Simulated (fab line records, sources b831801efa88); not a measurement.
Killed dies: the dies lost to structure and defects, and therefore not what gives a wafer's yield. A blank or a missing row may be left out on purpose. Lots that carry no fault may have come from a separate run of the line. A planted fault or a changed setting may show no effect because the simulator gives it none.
fab line records ; flow sfq_line
record: lots: 5; wafers: 15; last_day: 81
route steps=325 shown M1@62 I1@73 M2@88 I2@103 M8@325
lots that met no fault: taken from a fault-free run of the same line
start_h: hours from the record's opening day to when the first of the lot's shown wafers began ; wait_h: hours from the lot's prior step to this one ; " repeats the value in the row above ; L1.1+2: several wafers, shown together as one row ; - no value, or no start given ; * or withheld: withheld ; < > ~ a bound
route shown NAME@n: a module of which the file shows steps, and the number in the route of the first ; usual: the fault-free wafers' mean and standard deviation ; same: alike in all rows ; chamber/n: place in a boat ; sites: the reading at each site ; _std_site: standard deviation across them ; _edge_site: mean of outer sites minus mean of inner sites ; radius_mm: how far each site lies from the wafer's centre ; mask NAME#n: copy n ; behind: the tool/chamber that last shaped the wafer ; hold: why the lot went on hold/how many hours it stayed there/how the hold came to an end ; device: the transistor (n, p or np) that didn't switch ; end of line: at the end of the route, the tests of the same wafers ; where a step has no rows: the recipe by itself ; killed: count of dies lost to structure and defects at first sort (not the wafer's yield) ; map: dies across one wafer; x = killed, . = not, _ = none there
set.NAME: setting as actually run; set.NAME@STEP: the setting as run at that earlier step ; model.NAME: the simulator's own value behind a step, which no gauge read
certain route steps with their lots: each step a table, each wafer a row
services: when a tool's chamber went out of use (start_h, in hours from the record's first day, below 0 if earlier), for how many hours, and the reason
== steps ==
step: SFQ_TRILAYER_M1_LITHO_COAT_044
recipe: resist: BARC; spin_rpm: 3000; resist_thk_nm: 62
step: SFQ_TRILAYER_M1_LITHO_COAT_039
recipe: resist: KrF; spin_rpm: 3000; resist_thk_nm: 600
step: SFQ_TRILAYER_M1_LITHO_SOFTBAKE_043
recipe: temp_c: withheld; time_s: withheld; resist: KrF
step: SFQ_TRILAYER_M1_LITHO_EXPOSE_040
recipe: mask_id: M1; na: 0.6; source_shape: conventional; sigma_outer: 0.65; target_cd_nm: 500; dose_mj: 14.4
step: SFQ_TRILAYER_M1_LITHO_PEB_042
recipe: peb_temp_c: 115; peb_time_s: 60; resist: KrF
step: SFQ_TRILAYER_M1_LITHO_DEVELOP_041
recipe: time_s: 60; resist: KrF
step: SFQ_M1_OVL_MEAS_911
usual: M1_OVL: 0/5.7
lot.wafer;tool;chamber;start_h;wait_h;M1_OVL[nm]
L894.2;overlay-01;-;616.65;0.1;2
L894.4;overlay-01;-;616.65;0.1;0
L894.5;overlay-01;-;616.65;0.1;11
L899.1;overlay-01;-;652.12;0.1;3
L899.2;overlay-01;-;652.12;0.1;-3
L899.5;overlay-01;-;652.12;0.1;-4
L904.2;overlay-01;-;695.33;0.1;5
L904.3;overlay-01;-;695.33;0.1;3
L904.6;overlay-01;-;695.33;0.1;5
L905.3;overlay-01;-;703.73;0.1;1
L905.5;overlay-01;-;703.73;0.1;-5
L905.6;overlay-01;-;703.73;0.1;-2
L910.1;overlay-01;-;758.33;0.1;-6
L910.4;overlay-01;-;758.33;0.1;-8
L910.5;overlay-01;-;758.33;0.1;-7
step: SFQ_TRILAYER_M1_BARC_OPEN_METAL_ETCH_054
recipe: mask_material: PR; chemistry: O2; target_depth_nm: 125; target: BARC; icp_w: 600; bias_w: 80; pressure_mtorr: 10; time_s: 41.7
step: SFQ_TRILAYER_M1_ETCH_METAL_ETCH_042
recipe: target: Nb; stop_on: SiO2; mask_material: PR; chemistry: Cl2/Ar; target_depth_nm: 240; icp_w: 600; bias_w: 80; pressure_mtorr: 10; time_s: 120
step: SFQ_TRILAYER_M1_STRIP_STRIP_043
recipe: gas: O2; power_w: 200; platen_temp_c: 40; overash_fraction: 0.65; chemistry: O2; pressure_mtorr: 50
step: SFQ_TRILAYER_M1_STRIP_SOLV_CLEAN_044
recipe: chemistry: NMP; temp_c: 70; time_s: 600
step: SFQ_TRILAYER_I1_DEP_PECVD_045
recipe: material: SiO2; temp_c: 150; time_s: 111.11; pressure_torr: 2.4; rf_w: 183.3; precursor: SiH4/N2O; target_thk_nm: 500
step: SFQ_TRILAYER_I1_CMP_CMP_046
recipe: material: SiO2; down_force_psi: 3; platen_rpm: 60; pad_velocity_m_s: 0.94248
usual: head_pressure_psi: 2.999/0.0065; motor_current_A: 10.1/1.1; slurry_filter_dp_kPa: 13.51/0.15; time_to_endpoint_s: 214/7.3
lot.wafer;tool;chamber;start_h;wait_h;head_pressure_psi;motor_current_A;slurry_filter_dp_kPa;time_to_endpoint_s;model.SiO2_of_TRILAYER_I1_DEP_PECVD_045.thk_nm
L894.4;cmp-01;0;629.20;11.5;2.997;9.8;13.50;220;200
L894.2;cmp-01;2;630.20;12.5;3.006;10.7;13.67;205;199.2
L894.5;cmp-01;1;631.70;14.0;2.999;9.8;13.61;209;198.7
L899.1;cmp-02;2;659.38;6.2;3.000;9.6;13.51;217;201.1
L899.2;cmp-02;3;659.38;6.2;3.000;7.5;13.55;209;200.8
L899.5;cmp-02;1;660.88;7.7;3.000;11.2;13.59;215;199.6
L904.2;cmp-01;3;697.44;1.1;2.996;10.8;13.38;212;200.5
L904.3;cmp-01;0;697.44;1.1;3.007;10.5;13.79;221;199.9
L904.6;cmp-01;1;697.44;1.1;3.008;9.2;13.36;207;198.7
L905.3;cmp-02;0;704.80;0.0;3.005;10.9;13.34;280;304.9
L905.5;cmp-02;0;706.80;2.0;3.007;10.8;13.52;280;304.4
L905.6;cmp-02;1;706.80;2.0;3.004;10.8;13.84;219;200.9
L910.4;cmp-01;0;759.92;0.5;2.997;9.3;13.53;229;200.7
L910.1;cmp-01;1;759.92;0.5;3.013;9.8;13.61;213;199.4
L910.5;cmp-01;3;761.42;2.0;2.987;10.9;13.52;224;201.4
step: SFQ_I1_BOW_MEAS_912
recipe: mode: bow
usual: I1_BOW: 2/8.1
lot.wafer;tool;chamber;start_h;wait_h;I1_BOW[um]
L894.2;film_metro-01;-;632.22;1.5;-6
L894.4;film_metro-01;-;632.22;1.5;-7
L894.5;film_metro-01;-;632.22;1.5;15
L899.1;film_metro-03;-;661.88;2.0;2
L899.2;film_metro-03;-;661.88;2.0;0
L899.5;film_metro-03;-;661.88;2.0;13
L904.2;film_metro-01;-;699.46;1.5;21
L904.3;film_metro-01;-;699.46;1.5;7
L904.6;film_metro-01;-;699.46;1.5;6
L905.3;film_metro-01;-;707.84;2.5;-4
L905.5;film_metro-01;-;707.84;2.5;7
L905.6;film_metro-01;-;707.84;2.5;-6
L910.1;film_metro-04;-;762.42;1.5;-5
L910.4;film_metro-04;-;762.42;1.5;0
L910.5;film_metro-04;-;762.42;1.5;-4
step: SFQ_TRILAYER_I1_METRO_MEASURE_047
usual: thk_nm: 200.1/0.99
lot.wafer;tool;chamber;start_h;wait_h;thk_nm
L894.2;film_metro-01;-;632.52;0.3;199.4
L894.4;film_metro-01;-;632.52;0.3;200.1
L894.5;film_metro-01;-;632.52;0.3;198.8
L899.1;film_metro-03;-;662.00;0.1;201.1
L899.2;film_metro-03;-;662.00;0.1;200.8
L899.5;film_metro-03;-;662.00;0.1;199.5
L904.2;film_metro-01;-;699.76;0.3;200.5
L904.3;film_metro-01;-;699.76;0.3;199.9
L904.6;film_metro-01;-;699.76;0.3;198.6
L905.3;film_metro-01;-;708.32;0.5;304.7
L905.5;film_metro-01;-;708.32;0.5;304.3
L905.6;film_metro-01;-;708.32;0.5;200.8
L910.1;film_metro-04;-;762.54;0.1;199.6
L910.4;film_metro-04;-;762.54;0.1;200.8
L910.5;film_metro-04;-;762.54;0.1;201.5
step: SFQ_TRILAYER_I1_VIA_LITHO_COAT_054
recipe: resist: BARC; spin_rpm: 3000; resist_thk_nm: 62
step: SFQ_TRILAYER_I1_VIA_LITHO_COAT_049
recipe: resist: KrF; spin_rpm: 3000; resist_thk_nm: 650
step: SFQ_TRILAYER_I1_VIA_LITHO_SOFTBAKE_053
recipe: temp_c: withheld; time_s: withheld; resist: KrF
step: SFQ_TRILAYER_I1_VIA_LITHO_EXPOSE_050
recipe: mask_id: I1; na: 0.6; source_shape: conventional; sigma_outer: 0.65; target_cd_nm: 500; dose_mj: 21.3
step: SFQ_TRILAYER_I1_VIA_LITHO_PEB_052
recipe: peb_temp_c: 115; peb_time_s: 60; resist: KrF
step: SFQ_TRILAYER_I1_VIA_LITHO_DEVELOP_051
recipe: time_s: 60; resist: KrF
step: SFQ_I1_OVL_MEAS_913
usual: I1_OVL: 2/6.2
lot.wafer;tool;chamber;start_h;wait_h;I1_OVL[nm]
L894.2;overlay-01;-;635.78;0.1;-3
L894.4;overlay-01;-;635.78;0.1;1
L894.5;overlay-01;-;635.78;0.1;-1
L899.1;overlay-02;-;670.50;0.1;-1
L899.2;overlay-02;-;670.50;0.1;0
L899.5;overlay-02;-;670.50;0.1;0
L904.2;overlay-02;-;703.01;0.1;6
L904.3;overlay-02;-;703.01;0.1;8
L904.6;overlay-02;-;703.01;0.1;4
L905.3;overlay-02;-;859.99;0.1;-2
L905.5;overlay-02;-;859.99;0.1;0
L905.6;overlay-02;-;859.99;0.1;5
L910.1;overlay-02;-;907.87;0.1;2
L910.4;overlay-02;-;907.87;0.1;3
L910.5;overlay-02;-;907.87;0.1;1
step: SFQ_TRILAYER_I1_VIA_BARC_OPEN_VIA_ETCH_071
recipe: mask_material: PR; chemistry: O2; target_depth_nm: 125; target: BARC; source_w: 500; bias_w: 80; pressure_mtorr: 30; time_s: 41.7
step: SFQ_TRILAYER_I1_VIA_ETCH_VIA_ETCH_052
recipe: target: SiO2; stop_on: Nb; mask_material: PR; taper_deg: 20; chemistry: CHF3; target_depth_nm: 260; source_w: 500; bias_w: 80; pressure_mtorr: 30; time_s: withheld
usual: drypump_motor_current_A: 5.6/0.56; oes_product_au: 0.855/0.0053
lot.wafer;tool;chamber;start_h;wait_h;drypump_motor_current_A;oes_product_au;model.etch.depth_nm;model.I1.feature_depth_nm
L894.2;rie_diel-02;2;635.85;0.0;5.4;0.844;199.2;199.2
L894.4;rie_diel-02;0;635.85;0.0;5.9;0.857;200;200
L894.5;rie_diel-02;2;635.85;0.0;5.5;0.860;198.7;198.7
L899.1;rie_diel-04;3;670.57;0.0;6.4;0.860;201.1;201.1
L899.2;rie_diel-04;1;670.57;0.0;5.3;0.860;200.8;200.8
L899.5;rie_diel-04;3;670.57;0.0;6.4;0.856;199.6;199.6
L904.2;rie_diel-04;3;703.08;0.0;6.4;0.868;200.5;200.5
L904.3;rie_diel-04;0;703.08;0.0;6.2;0.850;199.9;199.9
L904.6;rie_diel-04;1;703.08;0.0;5.2;0.847;198.7;198.7
L905.3;rie_diel-01;3;860.05;0.0;4.8;1.000;261.8;261.8
L905.5;rie_diel-01;3;860.05;0.0;4.8;0.999;262.8;262.8
L905.6;rie_diel-01;2;860.05;0.0;5.5;0.855;200.9;200.9
L910.1;rie_diel-01;2;907.95;0.0;5.5;0.852;199.4;199.4
L910.4;rie_diel-01;1;907.95;0.0;5.9;0.856;200.7;200.7
L910.5;rie_diel-01;0;907.95;0.0;4.8;0.863;201.4;201.4
step: SFQ_TRILAYER_I1_VIA_STRIP_STRIP_053
recipe: gas: O2; power_w: 200; platen_temp_c: 40; overash_fraction: 0.65; chemistry: O2; pressure_mtorr: 50
usual: drypump_motor_current_A: 5.9/0.38; oes_product_au: 1.000/0.0085
lot.wafer;tool;chamber;start_h;wait_h;drypump_motor_current_A;oes_product_au;rf_hours_counter_h
L894.2;rie_metal-02;1;635.96;-;6.2;0.996;58
L894.4;rie_metal-02;1;635.96;-;6.2;1.009;-
L894.5;rie_metal-02;1;635.96;-;6.2;1.008;-
L899.1;rie_metal-01;0;670.69;-;5.7;0.986;93
L899.2;rie_metal-01;1;670.69;-;5.9;0.993;82
L899.5;rie_metal-01;0;670.69;-;5.7;0.992;-
L904.2;rie_metal-02;1;703.19;-;6.3;1.004;70
L904.3;rie_metal-02;1;703.19;-;6.2;0.994;-
L904.6;rie_metal-02;1;703.19;-;6.2;0.999;-
L905.3;rie_metal-01;0;860.37;-;5.7;0.995;-
L905.5;rie_metal-01;0;860.37;-;5.7;0.989;-
L905.6;rie_metal-01;1;860.37;-;5.8;0.997;-
L910.1;rie_metal-04;0;908.06;-;5.2;0.999;52
L910.4;rie_metal-04;0;908.06;-;5.3;1.006;-
L910.5;rie_metal-04;1;908.06;-;5.9;1.008;-
step: SFQ_TRILAYER_I1_VIA_STRIP_SOLV_CLEAN_054
recipe: chemistry: NMP; temp_c: 70; time_s: 600
step: SFQ_TRILAYER_M2_DEP_PRE_CLEAN_056
recipe: gas: Ar; time_s: 22.5; bias_v: 250
same: time_s: 22.5
lot.wafer;tool;chamber;start_h;wait_h;model.SiO2_of_TRILAYER_I1_DEP_PECVD_045.thk_nm
L894.2;pvd_sputter-03;-;636.74;0.0;191.7
L894.4;pvd_sputter-03;-;636.74;0.0;192.5
L894.5;pvd_sputter-03;-;636.74;0.0;191.2
L899.1;pvd_sputter-04;-;671.66;0.0;193.6
L899.2;pvd_sputter-04;-;671.66;0.0;193.3
L899.5;pvd_sputter-04;-;671.66;0.0;192.1
L904.2;pvd_sputter-04;-;703.97;0.0;193
L904.3;pvd_sputter-04;-;703.97;0.0;192.4
L904.6;pvd_sputter-04;-;703.97;0.0;191.2
L905.3;pvd_sputter-03;-;860.96;0.0;297.4
L905.5;pvd_sputter-03;-;860.96;0.0;296.9
L905.6;pvd_sputter-03;-;860.96;0.0;193.4
L910.1;pvd_sputter-03;-;908.84;0.0;191.9
L910.4;pvd_sputter-03;-;908.84;0.0;193.2
L910.5;pvd_sputter-03;-;908.84;0.0;193.9
step: SFQ_TRILAYER_M2_DEP_SPUTTER_055
recipe: material: Nb; base_pressure_pa: 1.33e-06; chamber_pressure_pa: 0.1333; substrate_temp_c: 20; resputter_cathode_voltage_v: 400; target_thk_nm: 200; power_w: 2000; time_s: 133.3
step: SFQ_M2_RS_MEAS_914
recipe: thk_meas_gauge: four-point-probe; reads: Nb_of_TRILAYER_M2_DEP_SPUTTER_055
usual: M2_NB_RS: 0.890/0.0096
lot.wafer;tool;chamber;start_h;wait_h;M2_NB_RS[ohm/sq]
L894.2;film_metro-01;-;636.88;0.1;0.886
L894.4;film_metro-01;-;636.88;0.1;0.888
L894.5;film_metro-01;-;636.88;0.1;0.884
L899.1;film_metro-02;-;671.78;0.0;0.886
L899.2;film_metro-02;-;671.78;0.0;0.901
L899.5;film_metro-02;-;671.78;0.0;0.910
L904.2;film_metro-04;-;704.11;0.1;0.901
L904.3;film_metro-04;-;704.11;0.1;0.909
L904.6;film_metro-04;-;704.11;0.1;0.902
L905.3;film_metro-04;-;861.13;0.1;0.874
L905.5;film_metro-04;-;861.13;0.1;0.888
L905.6;film_metro-04;-;861.13;0.1;0.884
L910.1;film_metro-02;-;908.96;0.0;0.866
L910.4;film_metro-02;-;908.96;0.0;0.884
L910.5;film_metro-02;-;908.96;0.0;0.872
step: SFQ_TRILAYER_M2_LITHO_COAT_062
recipe: resist: BARC; spin_rpm: 3000; resist_thk_nm: 62
step: SFQ_TRILAYER_M2_LITHO_COAT_057
recipe: resist: KrF; spin_rpm: 3000; resist_thk_nm: 600
step: SFQ_TRILAYER_M2_LITHO_SOFTBAKE_061
recipe: temp_c: withheld; time_s: withheld; resist: KrF
step: SFQ_TRILAYER_M2_LITHO_EXPOSE_058
recipe: mask_id: M2; na: 0.6; source_shape: conventional; sigma_outer: 0.65; target_cd_nm: 500; dose_mj: 14.4
step: SFQ_TRILAYER_M2_LITHO_PEB_060
recipe: peb_temp_c: 115; peb_time_s: 60; resist: KrF
step: SFQ_TRILAYER_M2_LITHO_DEVELOP_059
recipe: time_s: 60; resist: KrF
step: SFQ_M2_OVL_MEAS_916
usual: M2_OVL: -4/7.2
lot.wafer;tool;chamber;start_h;wait_h;M2_OVL[nm]
L894.2;overlay-01;-;776.33;0.1;7
L894.4;overlay-01;-;776.33;0.1;2
L894.5;overlay-01;-;776.33;0.1;1
L899.1;overlay-02;-;820.73;0.1;0
L899.2;overlay-02;-;820.73;0.1;-2
L899.5;overlay-02;-;820.73;0.1;-8
L904.2;overlay-02;-;856.38;0.1;-8
L904.3;overlay-02;-;856.38;0.1;-5
L904.6;overlay-02;-;856.38;0.1;-6
L905.3;overlay-02;-;863.65;0.1;10
L905.5;overlay-02;-;863.65;0.1;12
L905.6;overlay-02;-;863.65;0.1;8
L910.1;overlay-02;-;960.39;0.1;3
L910.4;overlay-02;-;960.39;0.1;-1
L910.5;overlay-02;-;960.39;0.1;3
step: SFQ_TRILAYER_M2_BARC_OPEN_METAL_ETCH_077
recipe: mask_material: PR; chemistry: O2; target_depth_nm: 125; target: BARC; icp_w: 600; bias_w: 80; pressure_mtorr: 10; time_s: 41.7
usual: drypump_motor_current_A: 5.9/0.39; oes_product_au: 0.685/0.0046
same: time_s: 41.7
lot.wafer;tool;chamber;start_h;wait_h;drypump_motor_current_A;oes_product_au;rf_hours_counter_h
L894.2;rie_metal-03;0;776.36;0.0;5.7;0.677;86
L894.4;rie_metal-03;1;776.36;0.0;6.3;0.684;-
L894.5;rie_metal-03;0;776.36;0.0;5.7;0.684;-
L899.1;rie_metal-04;1;820.76;0.0;5.8;0.681;106
L899.2;rie_metal-04;0;820.76;0.0;5.3;0.691;42
L899.5;rie_metal-04;0;820.76;0.0;5.3;0.680;-
L904.2;rie_metal-03;1;856.41;0.0;6.3;0.688;87
L904.3;rie_metal-03;1;856.41;0.0;6.3;0.683;-
L904.6;rie_metal-03;0;856.41;0.0;5.7;0.683;-
L905.3;rie_metal-04;0;863.70;0.0;5.3;0.693;-
L905.5;rie_metal-04;0;863.70;0.0;5.2;0.683;-
L905.6;rie_metal-04;1;863.70;0.0;5.8;0.677;-
L910.1;rie_metal-03;0;960.42;0.0;5.8;0.687;112
L910.4;rie_metal-03;1;960.42;0.0;6.3;0.683;-
L910.5;rie_metal-03;1;960.42;0.0;6.3;0.682;-
step: SFQ_TRILAYER_M2_ETCH_METAL_ETCH_060
recipe: target: Nb; stop_on: SiO2; mask_material: PR; chemistry: Cl2/Ar; target_depth_nm: 240; icp_w: 600; bias_w: 80; pressure_mtorr: 10; time_s: 120
usual: drypump_motor_current_A: 5.9/0.39; oes_product_au: 0.894/0.0073
same: time_s: 120
lot.wafer;tool;chamber;start_h;wait_h;drypump_motor_current_A;oes_product_au;rf_hours_counter_h
L894.2;rie_metal-03;0;776.42;0.0;5.8;0.890;86
L894.4;rie_metal-03;1;776.42;0.0;6.3;0.902;-
L894.5;rie_metal-03;0;776.42;0.0;5.8;0.903;-
L899.1;rie_metal-04;1;820.82;0.0;5.8;0.890;106
L899.2;rie_metal-04;0;820.82;0.0;5.3;0.892;42
L899.5;rie_metal-04;0;820.82;0.0;5.2;0.882;-
L904.2;rie_metal-03;1;856.47;0.0;6.3;0.895;87
L904.3;rie_metal-03;1;856.47;0.0;6.3;0.884;-
L904.6;rie_metal-03;0;856.47;0.0;5.7;0.889;-
L905.3;rie_metal-04;0;863.78;0.1;5.2;0.901;-
L905.5;rie_metal-04;0;863.78;0.1;5.3;0.895;-
L905.6;rie_metal-04;1;863.78;0.1;5.8;0.899;-
L910.1;rie_metal-03;0;960.48;0.0;5.7;0.912;112
L910.4;rie_metal-03;1;960.48;0.0;6.3;0.899;-
L910.5;rie_metal-03;1;960.48;0.0;6.3;0.911;-
step: SFQ_TRILAYER_M2_STRIP_STRIP_061
recipe: gas: O2; power_w: 200; platen_temp_c: 40; overash_fraction: 0.65; chemistry: O2; pressure_mtorr: 50
usual: drypump_motor_current_A: 5.9/0.39; oes_product_au: 1.000/0.0085
lot.wafer;tool;chamber;start_h;wait_h;drypump_motor_current_A;oes_product_au;rf_hours_counter_h
L894.2;rie_metal-03;0;776.55;0.1;5.8;1.013;86
L894.4;rie_metal-03;1;776.55;0.1;6.3;0.993;-
L894.5;rie_metal-03;0;776.55;0.1;5.8;1.010;-
L899.1;rie_metal-04;1;820.95;0.1;5.9;1.006;106
L899.2;rie_metal-04;0;820.95;0.1;5.3;1.003;42
L899.5;rie_metal-04;0;820.95;0.1;5.3;1.000;-
L904.2;rie_metal-03;1;856.60;0.1;6.3;0.986;87
L904.3;rie_metal-03;1;856.60;0.1;6.3;0.987;-
L904.6;rie_metal-03;0;856.60;0.1;5.7;1.007;-
L905.3;rie_metal-04;0;864.06;0.2;5.3;1.001;-
L905.5;rie_metal-04;0;864.06;0.2;5.3;1.001;-
L905.6;rie_metal-04;1;864.06;0.2;5.8;1.002;-
L910.1;rie_metal-03;0;960.61;0.1;5.7;1.009;112
L910.4;rie_metal-03;1;960.61;0.1;6.3;0.996;-
L910.5;rie_metal-03;1;960.61;0.1;6.3;0.986;-
step: SFQ_TRILAYER_M2_STRIP_SOLV_CLEAN_062
recipe: chemistry: NMP; temp_c: 70; time_s: 600
step: SFQ_TRILAYER_I2_DEP_PECVD_063
recipe: material: SiO2; temp_c: 150; time_s: 111.11; pressure_torr: 2.4; rf_w: 183.3; precursor: SiH4/N2O; target_thk_nm: 500
usual: heater_power_w: 86/7.8; throttle_valve_pct: 24.8/0.82
same: time_s: 111.11
lot.wafer;tool;chamber;start_h;wait_h;heater_power_w;throttle_valve_pct
L894.2;pecvd-01;1;777.32;0.0;83;24.4
L894.4;pecvd-01;1;777.32;0.0;86;24.3
L894.5;pecvd-01;2;777.32;0.0;91;24.4
L899.1;pecvd-01;2;821.72;0.0;88;24.4
L899.2;pecvd-01;1;821.72;0.0;93;24.5
L899.5;pecvd-01;1;821.72;0.0;93;24.5
L904.2;pecvd-04;2;857.39;0.0;78;24.5
L904.3;pecvd-04;0;857.39;0.0;86;24.8
L904.6;pecvd-04;2;857.39;0.0;79;24.6
L905.3;pecvd-03;2;864.64;0.0;93;23.8
L905.5;pecvd-03;1;864.64;0.0;90;25.7
L905.6;pecvd-03;0;864.64;0.0;66;26.0
L910.1;pecvd-03;2;961.56;0.0;89;22.1
L910.4;pecvd-03;1;961.56;0.0;88;22.4
L910.5;pecvd-03;0;961.56;0.0;80;23.2
step: SFQ_M8_BOW_MEAS_951
recipe: mode: bow
usual: M8_BOW: 6/12
lot.wafer;tool;chamber;start_h;wait_h;M8_BOW[um];model.etest.i1.link_ohm
L894.2;film_metro-03;-;1851.05;0.0;-7;1.956
L894.4;film_metro-03;-;1851.05;0.0;-6;1.951
L894.5;film_metro-03;-;1851.05;0.0;15;1.948
L899.1;film_metro-02;-;1891.46;0.0;16;1.954
L899.2;film_metro-02;-;1891.46;0.0;14;1.969
L899.5;film_metro-02;-;1891.46;0.0;26;1.983
L904.2;film_metro-02;-;1929.74;0.0;32;1.964
L904.3;film_metro-02;-;1929.74;0.0;18;1.979
L904.6;film_metro-02;-;1929.74;0.0;17;1.966
L905.3;film_metro-04;-;1932.94;0.0;-9;1e+06
L905.5;film_metro-04;-;1932.94;0.0;1;1e+06
L905.6;film_metro-04;-;1932.94;0.0;-9;1.98
L910.1;film_metro-04;-;1952.10;0.0;-6;1.94
L910.4;film_metro-04;-;1952.10;0.0;1;1.962
L910.5;film_metro-04;-;1952.10;0.0;-7;1.951
== services ==
tool;chamber;start_h;hours;kind
rie_diel-01;3;606.13;12.9;repair
cmp-02;-;607.46;3.4;repair
cmp-02;-;615.62;0.4;repair
rie_diel-04;2;619.81;2.6;repair
pvd_sputter-04;-;619.83;1.4;repair
pvd_sputter-03;-;628.49;2.6;repair
film_metro-01;-;635.36;0.5;pm
pvd_sputter-03;-;690.91;6.7;repair
film_metro-01;-;697.74;0.6;pm
cmp-01;-;737.28;3.8;pm
rie_metal-04;1;745.85;2.1;repair
cmp-01;-;747.13;4.0;pm
cmp-01;-;747.65;1.2;repair
film_metro-01;-;753.43;98.8;repair
cmp-01;-;771.12;1.6;repair
film_metro-01;-;852.18;0.4;pm
rie_metal-03;1;877.37;4.7;repair
film_metro-01;-;880.36;6.5;pm
pvd_sputter-03;-;888.95;2.1;repair
rie_metal-04;-;892.08;14.6;pm
cmp-01;-;917.30;1.5;repair
rie_metal-03;-;921.95;14.6;pm
pvd_sputter-03;-;934.34;8.6;repair
film_metro-01;-;942.74;0.5;pm
== key ==
first_sign: step: SFQ_TRILAYER_I1_CMP_CMP_046; reading: time_to_endpoint_s; direction: up; sigmas: 9.1; usual: *; struck: *
effect: step: SFQ_TRILAYER_I1_METRO_MEASURE_047; reading: thk_nm; direction: up; sigmas: 99+; usual: 200.1; struck: 304.5
effect: step: SFQ_TRILAYER_I1_VIA_ETCH_VIA_ETCH_052; reading: oes_product_au; direction: up; sigmas: 27; usual: 0.855; struck: 1.000
model_effect: step: SFQ_TRILAYER_I1_CMP_CMP_046; value: SiO2_of_TRILAYER_I1_DEP_PECVD_045.thk_nm; without: 199.3; struck: 304.6
model_effect: step: SFQ_TRILAYER_I1_VIA_ETCH_VIA_ETCH_052; value: etch.depth_nm; without: 199.3; struck: 262.3
model_effect: step: SFQ_TRILAYER_M2_DEP_PRE_CLEAN_056; value: SiO2_of_TRILAYER_I1_DEP_PECVD_045.thk_nm; without: 191.8; struck: 297.1
model_effect: step: SFQ_M8_BOW_MEAS_951; value: etest.i1.link_ohm; without: 1.97; struck: 1e+06
met_at SFQ_TRILAYER_I1_CMP_CMP_046
struck_wafers L905.3,L905.5
fault: kind: process_parameter_drift; tool: cmp-02; chamber: 0; onset_h: 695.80; steps: SFQ_TRILAYER_I1_CMP_CMP_046; channel: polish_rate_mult; offset: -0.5; shape: step; end_h: 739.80
